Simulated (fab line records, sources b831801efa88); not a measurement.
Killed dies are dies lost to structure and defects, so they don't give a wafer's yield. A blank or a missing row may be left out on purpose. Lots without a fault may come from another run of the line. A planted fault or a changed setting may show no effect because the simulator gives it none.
Chamber matching | flow gf180mcu | GF_SAB_ETCH_11 on rie_diel-01: 4 sister chambers
The step etches SiO2 in C4F8/O2/Ar, target depth 55 nm, time 8.5 s. 4 wafers are shown with their chamber, then 9 later ones without.

WAFERS WITH THEIR CHAMBER
wafer  | chamber | oes_product_au (a.u.)
L084.5 | 0       | 0.996
L085.3 | 1       | 0.982
L085.4 | 2       | 1.009
L085.6 | 3       | 1.010

WAFERS WITHOUT THEIR CHAMBER
wafer  | oes_product_au (a.u.)
L092.4 | 0.997
L092.5 | 1.011
L092.6 | 0.991
L093.1 | 0.992
L093.2 | 1.020
L093.3 | 0.996
L093.4 | 1.000
L093.5 | 0.994
L093.6 | 1.020

WHICH CHAMBER EACH WENT THROUGH
wafer  | from the rows above          | in truth
L092.4 | 0                            | 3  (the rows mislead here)
L092.5 | can't be placed: 3 or 2      | 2
L092.6 | can't be placed: 0 or 1      | 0
L093.1 | can't be placed: 0 or 1      | 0
L093.2 | can't be placed: 3 or 2      | 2
L093.3 | 0                            | 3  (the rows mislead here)
L093.4 | can't be placed: 0 or 2 or 3 | 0
L093.5 | can't be placed: 0 or 1      | 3
L093.6 | can't be placed: 3 or 2      | 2
Placed correctly: 0 of 9. Can't be placed from these rows: 7 (the true chamber is among the candidates in 6). Placed wrongly: 2.
How it was worked out, from the rows above alone: a wafer's distance from a chamber is the root of the sum, over the readings, of the square of ((its reading less the chamber's mean) divided by the reading's scatter). The wafer belongs to the nearest chamber; if the next one is less than 2 further off, it can't be placed. A chamber's mean is the mean of its shown wafers. The scatter: with one shown wafer a chamber, the root of the mean of the squares of how far each hidden wafer lies from its nearest shown one.
